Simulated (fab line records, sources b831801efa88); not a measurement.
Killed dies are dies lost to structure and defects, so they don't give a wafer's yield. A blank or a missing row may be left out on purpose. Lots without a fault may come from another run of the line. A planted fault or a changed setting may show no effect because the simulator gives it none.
Which tool did it? | flow gf180mcu | 13 lots, 39 wafers sampled, at 6 steps of a route of 602

WHAT THE GAUGES READ, wafer by wafer
GF_STI_BOW_MEAS_00.
lot  | measured    | on            | INCOMING_BOW (um)
L998 | day 1 10:02 | film_metro-02 | -2 -7 -4
L999 | day 1 15:01 | film_metro-03 | -4 11 3
L100 | day 1 20:03 | film_metro-04 | -1 -5 4
L101 | day 2 01:00 | film_metro-04 | -5 0 -8
L106 | day 3 02:00 | film_metro-02 | 2 4 1
L112 | day 4 08:00 | film_metro-04 | -2 3 0
L113 | day 4 13:02 | film_metro-04 | 3 1 4
L114 | day 4 18:04 | film_metro-03 | 4 3 0
L115 | day 4 23:01 | film_metro-03 | 2 1 -3
L117 | day 5 09:02 | film_metro-02 | -14 -5 9
L118 | day 5 14:01 | film_metro-04 | -1 -6 6
L120 | day 6 00:01 | film_metro-04 | 4 1 -1
L121 | day 6 05:01 | film_metro-02 | 6 -10 0

GF_NWELL_OVL_MEAS_07.
lot  | measured    | on         | NWELL_OVL (nm)
L998 | day 3 06:36 | overlay-01 | 1.0 0.4 1.1
L999 | day 3 13:05 | overlay-02 | 1.3 -1.0 -1.2
L100 | day 3 20:24 | overlay-01 | 1.5 0.7 1.1
L101 | day 4 00:17 | overlay-01 | 0.7 1.2 0.0
L106 | day 5 03:26 | overlay-01 | - - -
L112 | day 6 12:38 | overlay-02 | 3.5 1.7 1.2
L113 | day 6 17:54 | overlay-01 | -1.6 -1.2 0.3
L114 | day 6 23:07 | overlay-01 | -1.2 1.4 -0.8
L115 | day 7 04:36 | overlay-01 | -0.6 2.5 1.0
L117 | day 7 15:18 | overlay-01 | -0.1 -1.2 0.4
L118 | day 7 20:14 | overlay-02 | 1.3 1.6 2.2
L120 | day 8 06:48 | overlay-01 | 0.6 1.0 1.5
L121 | day 8 12:45 | overlay-01 | -0.1 1.0 1.8

GF_NWELL_TW_MEAS_11.
lot  | measured    | on            | NWELL_TW
L998 | day 3 07:02 | film_metro-01 | 1576 1572 1579
L999 | day 3 13:32 | film_metro-03 | 1586 1578 1590
L100 | day 3 20:50 | film_metro-01 | 1573 1569 1562
L101 | day 4 00:43 | film_metro-04 | 1609 1606 1596
L106 | day 5 03:52 | film_metro-04 | 31 31 31
L112 | day 6 13:04 | film_metro-01 | 1572 1565 1571
L113 | day 6 18:20 | film_metro-04 | 1601 1601 1601
L114 | day 6 23:34 | film_metro-01 | 1579 1568 1581
L115 | day 7 05:02 | film_metro-03 | 1581 1581 1574
L117 | day 7 15:44 | film_metro-04 | 1589 1586 1597
L118 | day 7 20:41 | film_metro-04 | 1585 1587 1581
L120 | day 8 07:14 | film_metro-03 | 1580 1587 1576
L121 | day 8 13:11 | film_metro-03 | 1577 1581 1573

GF_LVPWELL_OVL_MEAS_07.
lot  | measured    | on         | LVPWELL_OVL (nm)
L998 | day 3 20:16 | overlay-02 | -0.3 -2.6 0.7
L999 | day 4 02:09 | overlay-01 | 1.6 1.1 1.7
L100 | day 4 09:45 | overlay-02 | 1.7 1.1 1.5
L101 | day 4 14:23 | overlay-01 | 1.1 0.8 2.1
L106 | day 5 18:53 | overlay-01 | -0.7 -1.4 0.1
L112 | day 7 04:14 | overlay-02 | 2.9 1.4 2.1
L113 | day 7 09:57 | overlay-01 | 1.0 1.2 0.7
L114 | day 7 15:13 | overlay-02 | 0.9 -0.6 1.5
L115 | day 7 20:36 | overlay-01 | -0.3 0.5 -1.0
L117 | day 8 07:10 | overlay-02 | 1.3 2.4 0.1
L118 | day 8 12:10 | overlay-02 | 0.2 1.3 2.5
L120 | day 8 23:18 | overlay-02 | 1.4 0.2 0.0
L121 | day 9 05:28 | overlay-01 | -1.1 -0.7 -0.7

GF_VT_IMPLANT_OVL_MEAS_18.
lot  | measured     | on         | VT_IMPLANT_01_OVL (nm)
L998 | day 6 06:16  | overlay-01 | -2.3 -1.0 1.3
L999 | day 6 12:56  | overlay-02 | 0.4 0.5 -2.4
L100 | day 6 20:56  | overlay-02 | -0.9 1.6 0.5
L101 | day 7 02:59  | overlay-01 | 0.7 -1.2 -0.3
L106 | day 8 10:20  | overlay-02 | -2.4 -2.3 -0.6
L112 | day 9 19:59  | overlay-01 | -1.7 -1.4 -1.8
L113 | day 10 03:07 | overlay-02 | -0.7 0.5 0.5
L114 | day 10 08:54 | overlay-01 | 0.5 0.1 1.1
L115 | day 10 13:17 | overlay-02 | 1.7 -0.8 -2.5
L117 | day 11 02:42 | overlay-01 | -0.2 -0.4 -1.4
L118 | day 11 06:03 | overlay-02 | -2.5 -1.3 -3.1
L120 | day 11 20:32 | overlay-01 | 0.5 0.1 -0.8
L121 | day 12 02:59 | overlay-01 | -0.8 -1.4 -0.3

WHICH TOOL RAN EACH LOT (tool, then ch and the chambers of the sampled wafers, then the start)
lot  | GF_NWELL_EXPOSE_04
L998 | iline_stepper-02 ch 0, day 3 00:22
L999 | iline_stepper-01 ch 0, day 3 06:59
L100 | iline_stepper-02 ch 0, day 3 13:55
L101 | iline_stepper-02 ch 0, day 3 17:51
L106 | iline_stepper-02 ch 0, day 4 20:28
L112 | iline_stepper-02 ch 0, day 6 05:04
L113 | iline_stepper-01 ch 0, day 6 11:03
L114 | iline_stepper-02 ch 0, day 6 15:38
L115 | iline_stepper-02 ch 0, day 6 20:44
L117 | iline_stepper-02 ch 0, day 7 07:53
L118 | iline_stepper-02 ch 0, day 7 12:30
L120 | iline_stepper-01 ch 0, day 7 22:53
L121 | iline_stepper-02 ch 0, day 8 05:26
- GF_NWELL_EXPOSE_04: exposes mask Nwell, target cd 860 nm.

WHAT THE TOOLS THEMSELVES READ (means of the sampled wafers that have a number; where no wafer has one, the mark that the record gives instead)
GF_NWELL_EXPOSE_04.
lot  | tool             | focus_offset_nm (nm)
L998 | iline_stepper-02 | 0.4
L999 | iline_stepper-01 | 0.5
L100 | iline_stepper-02 | -0.0
L101 | iline_stepper-02 | -0.1
L106 | iline_stepper-02 | 0.0
L112 | iline_stepper-02 | -0.1
L113 | iline_stepper-01 | -1.0
L114 | iline_stepper-02 | 0.0
L115 | iline_stepper-02 | -0.2
L117 | iline_stepper-02 | -0.4
L118 | iline_stepper-02 | -0.3
L120 | iline_stepper-01 | 0.7
L121 | iline_stepper-02 | -0.3

THE ANSWER, worked out from the rows above alone
Rule: what is usual is taken from the lots themselves. Put in order of their means at a reading, lots are off if they are a third of the lots or fewer, leave a main group of 4 or more, and stand apart from it by a gap of 3 or more times the standard deviation of the main group's means; of several such gaps the widest counts. A main group whose means are all the same, to the digits that the tables above print for the reading, isn't used. A lot without any number at a reading at which 4 lots or more have one is off too. The other lots that the step has rows for count as sound. The gauges are gone through in route order, then the tools' own readings, and for those a lot's mean is taken as printed above. The first step at which some lot is off is used, and at that step the reading that is off furthest; a lot without a number counts as furthest.
Off: L106, at GF_NWELL_OVL_MEAS_07 (NWELL_OVL). Without a number there: L106. The main group: mean 0.6 nm, standard deviation 0.85.
A tool fits if, at a process step before that reading, it ran every lot that is off, and no sound lot after the first of them. The gauges at GF_NWELL_OVL_MEAS_07 aren't tried: what is off there is off at GF_NWELL_TW_MEAS_11 too, on other tools, and a gauge's error can't cause that. None of those tried fits.

WHAT THE SIMULATOR HAD PUT IN
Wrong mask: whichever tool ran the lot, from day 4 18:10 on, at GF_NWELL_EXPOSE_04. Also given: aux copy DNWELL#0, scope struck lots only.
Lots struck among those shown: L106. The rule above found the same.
